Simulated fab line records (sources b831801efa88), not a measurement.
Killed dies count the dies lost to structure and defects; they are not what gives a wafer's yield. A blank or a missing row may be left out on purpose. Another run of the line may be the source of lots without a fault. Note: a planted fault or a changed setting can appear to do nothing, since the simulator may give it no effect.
Struck lot and sound lot, side by side / flow sky130 / 43 steps out of a route of 708
Sound: these wafers, L873.1, L873.3, L873.6. Struck: wafer L879.4. (L879.2, L879.3 of the same lot were not struck and are left out.) The cause comes at the end.
Per side, at each step with rows, come the tool, then ch with its chambers, and then its first start. Under that, the readings that differ: sound wafers / struck wafers / difference of the means / sigmas: that difference in standard deviations of wafers without a fault.
alike: same words and numbers on both sides, and readings whose means sit less than 2 such deviations apart. not compared: any withheld reading, any reading some wafer has no value for, any bound like >300 that may hide the same value, and any number with overlapping values for which the record gives no deviation.
The two part at a step that has a row with sigmas, a row that says differs or no value, or rows on one side only. Numbers that have no deviation but don't overlap get no sigmas and don't part them. A reading missing from all wafers of one side parts the sides only when that side holds two or more wafers.

SKY_POLY_CUT_ETCH_10: etches BARC in N2/H2, stops on SiO2, time 45.9 s, target depth 60 nm.
  sound on rieDiel-03 ch 0,2, day 28 06:31; struck on rieDiel-04 ch 3, day 30 11:42
  alike: drypumpMotorCurrentA, oesProductAu, throttleValvePct
  not compared: rfHoursCounterH
SKY_POLY_CUT_ETCH_11: etches Si3N4 in CF4/CH2F2/Ar, stops on poly-Si, time 42.5 s, target depth 60 nm.
  sound on rieDiel-03 ch 0,2, day 28 06:34; struck on rieDiel-04 ch 3, day 30 11:44
  alike: cf4FlowSccm, drypumpMotorCurrentA, oesProductAu, throttleValvePct
  not compared: rfHoursCounterH
then, 8 steps without rows for these wafers: SKY_POLY_CUT_STRIP_12 (strips in O2/N2); SKY_SD_P_DEHYDRATE_00 (time 60 s); SKY_SD_P_HMDS_01 (prime time 60 s); SKY_SD_P_COAT_02 (resist thk 1140 nm); SKY_SD_P_SOFTBAKE_03 (time 60 s); SKY_SD_P_EXPOSE_04 (exposes mask PSDM, target cd 380 nm); SKY_SD_P_PEB_05; SKY_SD_P_DEVELOP_06 (develop time 60 s).
SKY_SD_P_CD_MEAS_07: the cd target is 380 nm.
  sound: cdSem-02 at day 29 10:36; struck: cdSem-02 at day 31 15:28
  alike: cdNm
SKY_SD_P_OVL_MEAS_08:
  sound: overlay-01 at day 29 10:43; struck: overlay-01 at day 31 15:34
  alike: SD_P_OVL
SKY_SD_P_IMPLANT_09:
  sound on implanter-04 ch 0, day 29 10:45; struck on implanter-03 ch 0, day 31 15:37
SKY_SD_P_STRIP_10: strips in O2/N2.
  sound on plasmaAsher-03 ch 0,1, day 29 10:54; struck on plasmaAsher-04 ch 1, day 31 15:45
reading=oesProductAu (a.u.); sound=0.612 0.614 0.619; struck=0.631; difference=+0.016; sigmas=+3
reading=stripTimeToEndpointS (s); sound=17.51 17.49 17.48; struck=16.93; difference=-0.56; sigmas=-11
  alike: drypumpMotorCurrentA, o2FlowSccm
  not compared: rfHoursCounterH
SKY_SD_P_TW_MEAS_11:
  sound: filmMetro-02 at day 29 11:00; struck: filmMetro-02 at day 31 15:52
reading=SD_P_TW; sound=2800 2814 2812; struck=2689; difference=-120; sigmas=-7
then, 8 steps without rows for these wafers: SKY_RES_XHIGH_DEHYDRATE_00 (time 60 s); SKY_RES_XHIGH_HMDS_01 (prime time 60 s); SKY_RES_XHIGH_COAT_02 (resist thk 1140 nm); SKY_RES_XHIGH_SOFTBAKE_03 (time 60 s); SKY_RES_XHIGH_EXPOSE_04 (exposes mask URPM, target cd 1270 nm); SKY_RES_XHIGH_PEB_05; SKY_RES_XHIGH_DEVELOP_06 (develop time 60 s); SKY_RES_XHIGH_IMPLANT_07.
SKY_RES_XHIGH_STRIP_08: strips in O2/N2.
  sound on plasmaAsher-03 ch 0, day 30 14:57; struck on plasmaAsher-02 ch 1, day 32 18:42
reading=stripTimeToEndpointS (s); sound=14.18 14.18 14.22; struck=14.28; difference=+0.09; sigmas=+2
  alike: drypumpMotorCurrentA, o2FlowSccm, oesProductAu
  not compared: rfHoursCounterH
SKY_RES_XHIGH_TW_MEAS_09:
  sound: filmMetro-02 at day 30 15:03; struck: filmMetro-03 at day 32 18:49
  alike: RES_XHIGH_TW
then, 7 steps without rows for these wafers: SKY_SD_N_DEHYDRATE_00 (time 60 s); SKY_SD_N_HMDS_01 (prime time 60 s); SKY_SD_N_COAT_02 (resist thk 1140 nm); SKY_SD_N_SOFTBAKE_03 (time 60 s); SKY_SD_N_EXPOSE_04 (exposes mask NSDM, target cd 380 nm); SKY_SD_N_PEB_05; SKY_SD_N_DEVELOP_06 (develop time 60 s).
SKY_SD_N_CD_MEAS_07: the cd target is 380 nm.
  sound: cdSem-02 at day 31 17:55; struck: cdSem-01 at day 33 20:53
  alike: cdNm
SKY_SD_N_OVL_MEAS_08:
  sound: overlay-02 at day 31 18:02; struck: overlay-02 at day 33 20:59
  alike: SD_N_OVL
then, 2 steps without rows for these wafers: SKY_SD_N_IMPLANT_09; SKY_SD_N_IMPLANT_10.
SKY_SD_N_STRIP_11: strips in O2/N2.
  sound on plasmaAsher-01 ch 1, day 31 18:22; struck on plasmaAsher-01 ch 0, day 33 21:19
reading=drypumpMotorCurrentA (A); sound=6.41 6.37 6.38; struck=5.82; difference=-0.57; sigmas=-3
  alike: o2FlowSccm, oesProductAu, stripTimeToEndpointS
  not compared: rfHoursCounterH
SKY_SD_N_TW_MEAS_12:
  sound: filmMetro-03 at day 31 18:28; struck: filmMetro-03 at day 33 21:25
  alike: SD_N_TW
then, 1 step without rows for these wafers: SKY_SD_N_CLEAN_13 (cleans in SC1/SC2, time 150 s).
SKY_SD_N_RTA_14: time 2 s.
  sound on rtpAnneal-01 ch 0, day 31 18:35; struck on rtpAnneal-01 ch 0, day 33 21:32
  alike: lampPowerPct, wafer_temp_C_max
SKY_SD_N_RS_MEAS_16: the measuring method here is four-point-probe.
  sound: filmMetro-02 at day 31 18:45; struck: filmMetro-03 at day 33 21:46
  alike: SD_N_RS
SKY_SD_N_RS_MEAS_17: the measuring method here is four-point-probe.
  sound: filmMetro-02 at day 31 18:52; struck: filmMetro-03 at day 33 21:53
reading=SD_P_RS (ohm/sq); sound=147.4 147.0 147.0; struck=151.5; difference=+4.4; sigmas=+12
-- here the record skips 16 days between the struck wafers' starts before and after, leaving off in module SD_N and picking up in module PAD_OPEN (first step shown: number 708 of the route) --
SKY_PAD_OPEN_PROBE_99:
  sound: prober-01 at day 48 14:34; struck: prober-01 at day 49 21:25
reading=model.etest.liconHighPo.rcOhm; sound=344.2 347.2 350.4; struck=668.5; difference=+321.2; sigmas=
reading=model.etest.resHighPo.lineOhmUm; sound=736.3 733.2 718.9; struck=1019; difference=+290; sigmas=
reading=model.etest.resPdiff.lineOhmUm; sound=1349 1373 1387; struck=1510; difference=+140; sigmas=
reading=model.etest.pfet_01v8.rOnOhmUm; sound=3008 2957 2995; struck=3061; difference=+74; sigmas=
reading=model.etest.resHighPo.rsOhmSq; sound=255.2 255.4 250.5; struck=358.3; difference=+104.6; sigmas=
reading=model.etest.resHighPo.rsOhmSqRange; sound=14.39 13.95 15.15; struck=104; difference=+90; sigmas=
reading=model.etest.liconPdiff.rcOhm; sound=582.6 592.4 624.2; struck=692.5; difference=+92.8; sigmas=
reading=model.etest.resHighPo.rsOhmSqRimLessCentre; sound=13.45 12.3 12.84; struck=-43.63; difference=-56.49; sigmas=
  alike: killed_at_M0_to_M3, killed_at_M4_up, killedAtContacts, killedAtFrontEnd, killedAtOther, killedDies, killedOpen, killedShort

WHERE THEY PART
Earliest at SKY_SD_P_STRIP_10; latest, in this record, at SKY_SD_N_RS_MEAS_17. Later steps at which nothing parts them and some readings are alike: SKY_PAD_OPEN_PROBE_99.

WHY: whatever the simulator had introduced
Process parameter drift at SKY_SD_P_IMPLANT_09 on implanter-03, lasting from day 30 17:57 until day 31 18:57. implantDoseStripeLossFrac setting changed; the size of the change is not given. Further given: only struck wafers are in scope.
